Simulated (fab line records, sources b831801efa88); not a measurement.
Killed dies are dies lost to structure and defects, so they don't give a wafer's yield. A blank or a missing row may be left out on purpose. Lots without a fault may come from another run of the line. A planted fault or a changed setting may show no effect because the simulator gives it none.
fab line records | flow sfq_line
record lots=14 wafers=42 last_day=88
route steps=325 shown I3@134
lots that met no fault: from a run of the same line without faults
start_h: hours from the record's first day to the start of the lot's first wafer shown | wait_h: hours since the lot's step before | " the same as in the row above | L1.1+2: a row that stands for several wafers | - no value, or no start given | * or withheld: withheld | < > ~ a bound
route shown NAME@n: a module of which the file shows steps, and the number in the route of the first | usual: mean/standard deviation of fault-free wafers | same: alike in all rows | chamber/n: place in a boat | sites: the reading at each site | _std_site: their standard deviation | _edge_site: outer sites' mean less inner sites' | radius_mm: how far each site lies from the wafer's centre | mask NAME#n: copy n | behind: the tool/chamber that last shaped the wafer | hold: why the lot was held/for how many hours/how that ended | device: the transistor (n, p or np) that didn't switch | end of line: the same wafers' tests at the end of the route | a step without rows: its recipe alone | killed: dies lost to structure and defects at the first sort, not the wafer's yield | map: a wafer's dies, x killed, . not, _ none there
set.NAME: the setting as run; set.NAME@STEP: as run at that earlier step | model.NAME: the simulator's own value behind a step, which no gauge read
steps of the route over a sample of lots; a table a step, a row a wafer
services: from which hour (start_h, from the record's first day; less than 0 if before it) a tool's chamber was out of use, for how many hours, and why
## steps
# step SFQ_TRILAYER_I3_CMP_CMP_082
# recipe material=SiO2 down_force_psi=3 platen_rpm=60 pad_velocity_m_s=0.94248
# usual motor_current_A=10.1/0.97 retaining_ring_pressure_frac=1.000/0.0048 time_to_endpoint_s=219/7.9
# columns lot.wafer tool chamber start_h wait_h motor_current_A retaining_ring_pressure_frac time_to_endpoint_s
L711.4 cmp-02 2 856.37 0.5 10.8 1.003 214
L711.1 " 0 857.37 1.5 9.6 0.998 204
L711.5 " 2 858.37 2.5 10.1 1.009 221
L713.3 cmp-02 3 921.67 1.6 9.2 0.995 212
L713.5 " 1 922.67 2.6 10.5 0.996 223
L713.6 " 2 " " 10.3 0.996 277
L714.4 cmp-02 1 923.67 1.2 9.8 0.992 292
L714.3 " 3 924.67 2.3 9.1 0.991 210
L714.6 " 2 926.17 3.7 10.3 1.006 278
L715.1 cmp-01 2 933.08 0.5 9.7 0.999 211
L715.2 " 3 " " 11.3 0.995 207
L715.3 " 0 " " 10.9 1.005 203
L716.3 cmp-02 3 1081.78 0.0 9.0 0.996 202
L716.2 " 0 " " 9.2 0.998 212
L716.5 " 0 1084.28 2.5 9.7 1.000 221
L718.2 cmp-02 2 1098.67 0.0 10.5 1.003 227
L718.1 " 1 1100.17 1.5 10.3 1.000 222
L718.6 " 2 " " 10.7 0.995 218
L725.3 cmp-01 3 1134.53 3.2 11.8 0.996 227
L725.5 " 3 1136.53 5.2 11.8 1.002 226
L725.6 " 0 " " 11.3 1.000 223
L726.4 cmp-01 2 1144.03 5.5 10.0 0.988 230
L726.1 " 3 " " 11.5 1.003 217
L726.2 " 0 " " 10.6 0.999 225
L727.2 cmp-01 2 1146.53 3.2 10.0 1.002 223
L727.5 " 2 1148.53 5.2 9.4 0.996 219
L727.6 " 3 " " 11.5 1.000 226
L729.2 cmp-02 0 1267.25 39.1 9.6 1.008 219
L729.3 " 1 " " 10.2 0.992 223
L729.6 " 3 1268.75 40.6 9.0 1.009 221
L730.3 cmp-01 1 1283.50 36.2 8.7 0.992 212
L730.6 " 3 1284.50 37.2 11.7 1.000 229
L730.5 " 0 " " 11.6 0.994 223
L731.1 cmp-02 0 1288.12 35.3 9.6 1.005 222
L731.2 " 2 1289.12 36.3 10.9 1.001 229
L731.5 " 1 1290.62 37.7 10.4 1.006 229
L733.1 cmp-02 0 1297.12 37.9 9.7 0.992 220
L733.2 " 2 1298.12 38.9 9.7 1.008 212
L733.4 " 3 " " 8.8 0.996 231
L734.2 cmp-01 0 1301.50 37.4 11.4 1.004 217
L734.1 " 1 " " 8.7 1.002 209
L734.5 " 3 1303.00 38.9 11.9 1.002 215
# step SFQ_TRILAYER_I3_METRO_MEASURE_083
# usual thk_nm=200.4/1
# columns lot.wafer tool chamber start_h wait_h thk_nm
L711.1 film_metro-03 - 858.99 0.1 199.3
L711.4 " - " " 199.6
L711.5 " - " " 199.5
L713.3 film_metro-04 - 924.19 0.5 198.6
L713.5 " - " " 198.8
L713.6 " - " " 302.4
L714.3 film_metro-02 - 927.19 0.5 200.9
L714.4 " - " " 310.0
L714.6 " - " " 305.2
L715.1 film_metro-03 - 935.70 0.1 199.0
L715.2 " - " " 200.2
L715.3 " - " " 199.5
L716.2 film_metro-02 - 1085.10 0.3 201.0
L716.3 " - " " 200.7
L716.5 " - " " 200.5
L718.1 film_metro-04 - 1101.79 0.1 200.8
L718.2 " - " " 200.8
L718.6 " - " " 201.8
L725.3 film_metro-02 - 1138.05 0.5 200.1
L725.5 " - " " 199.6
L725.6 " - " " 201.0
L726.1 film_metro-03 - 1146.65 0.1 202.1
L726.2 " - " " 200.5
L726.4 " - " " 202.3
L727.2 film_metro-04 - 1149.85 0.3 200.7
L727.5 " - " " 201.3
L727.6 " - " " 201.6
L729.2 film_metro-02 - 1269.57 0.3 203.0
L729.3 " - " " 201.1
L729.6 " - " " 202.1
L730.3 film_metro-03 - 1286.02 0.5 199.4
L730.5 " - " " 199.1
L730.6 " - " " 199.5
L731.1 film_metro-03 - 1291.24 0.1 201.9
L731.2 " - " " 201.4
L731.5 " - " " 200.5
L733.1 film_metro-04 - 1300.24 0.1 201.2
L733.2 " - " " 199.6
L733.4 " - " " 199.2
L734.1 film_metro-02 - 1303.62 0.1 198.6
L734.2 " - " " 200.2
L734.5 " - " " 200.9
# step SFQ_TRILAYER_I3_VIA_ETCH_VIA_ETCH_088
# recipe target=SiO2 stop_on=Nb mask_material=PR taper_deg=20 chemistry=CHF3 target_depth_nm=260 source_w=500 bias_w=80 pressure_mtorr=30 time_s=withheld
# usual drypump_motor_current_A=5.9/0.67 oes_product_au=0.855/0.0045
# columns lot.wafer tool chamber start_h wait_h drypump_motor_current_A oes_product_au
L711.1 rie_diel-01 2 1009.71 0.0 6.7 0.862
L711.4 " 0 " " 5.3 0.860
L711.5 " 2 " " 6.7 0.852
L713.3 rie_diel-01 3 1073.31 0.0 6.7 0.847
L713.5 " 2 " " 6.7 0.856
L713.6 " 3 " " 6.7 1.002
L714.3 rie_diel-04 0 1074.51 0.0 5.4 0.854
L714.4 " 3 " " 6.6 0.995
L714.6 " 0 " " 5.4 0.992
L715.1 rie_diel-01 3 1084.21 0.0 6.8 0.855
L715.2 " 2 " " 6.7 0.850
L715.3 " 0 " " 5.3 0.851
L716.2 rie_diel-04 1 1185.18 0.0 5.3 0.857
L716.3 " 3 " " 6.7 0.857
L716.5 " 1 " " 5.3 0.849
L718.1 rie_diel-04 2 1191.18 0.0 5.5 0.856
L718.2 " 0 " " 5.4 0.855
L718.6 " 2 " " 5.5 0.861
L725.3 rie_diel-03 1 1212.78 0.0 6.6 0.859
L725.5 " 3 " " 5.9 0.859
L725.6 " 2 " " 5.3 0.857
L726.1 rie_diel-01 3 1218.78 0.0 6.8 0.859
L726.2 " 1 " " 4.8 0.855
L726.4 " 2 " " 6.7 0.856
L727.2 rie_diel-04 1 1221.18 0.0 5.3 0.851
L727.5 " 0 " " 5.3 0.860
L727.6 " 3 " " 6.6 0.862
L729.2 rie_diel-01 1 1348.90 0.0 4.8 0.859
L729.3 " 0 " " 5.3 0.858
L729.6 " 3 " " 6.8 0.857
L730.3 rie_diel-03 3 1378.90 0.0 5.8 0.850
L730.5 " 0 " " 6.3 0.852
L730.6 " 1 " " 6.5 0.857
L731.1 rie_diel-03 2 1388.50 0.0 5.3 0.868
L731.2 " 3 " " 5.9 0.860
L731.5 " 0 " " 6.3 0.859
L733.1 rie_diel-01 1 1401.70 0.0 4.8 0.852
L733.2 " 2 " " 6.7 0.857
L733.4 " 3 " " 6.8 0.846
L734.1 rie_diel-04 2 1407.70 0.0 5.5 0.849
L734.2 " 3 " " 6.6 0.856
L734.5 " 0 " " 5.3 0.857
## services
# columns tool chamber start_h hours kind
cmp-02 - 868.56 3.3 repair
cmp-02 - 888.24 3.4 pm
cmp-02 - 891.61 11.8 pm
rie_diel-01 3 893.14 1.7 repair
rie_diel-01 3 896.08 6.3 repair
cmp-02 - 908.17 0.7 repair
cmp-01 - 916.58 4.0 pm
cmp-01 - 935.58 3.8 pm
rie_diel-01 0 948.08 7.6 repair
cmp-01 - 1009.09 1.8 repair
cmp-02 - 1021.76 1.0 repair
cmp-02 - 1030.81 1.3 repair
cmp-02 - 1057.21 5.3 repair
cmp-02 - 1089.42 4.0 pm
cmp-02 - 1118.78 0.8 repair
cmp-02 - 1151.04 1.0 repair
cmp-02 - 1173.04 5.4 pm
cmp-02 - 1223.54 28.7 repair
cmp-02 - 1255.28 5.0 pm
cmp-02 - 1273.92 2.2 repair
cmp-02 - 1330.21 1.0 repair
cmp-02 - 1369.30 1.6 repair
cmp-02 - 1379.82 0.5 repair
cmp-02 - 1385.51 0.5 repair
## key
first_sign step=SFQ_TRILAYER_I3_CMP_CMP_082 reading=time_to_endpoint_s direction=up sigmas=8.1 usual=* struck=*
effect step=SFQ_TRILAYER_I3_METRO_MEASURE_083 reading=thk_nm direction=up sigmas=99+ usual=200.4 struck=305.9
effect step=SFQ_TRILAYER_I3_VIA_ETCH_VIA_ETCH_088 reading=oes_product_au direction=up sigmas=31 usual=0.855 struck=0.996
met_at SFQ_TRILAYER_I3_CMP_CMP_082
struck_lots L713,L714
struck_wafers L713.6,L714.4,L714.6
fault kind=process_parameter_drift tool=cmp-02 chamber=- onset_h=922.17 steps=SFQ_TRILAYER_I3_CMP_CMP_082 channel=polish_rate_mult offset=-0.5 shape=step end_h=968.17 scope=struck_wafers_only
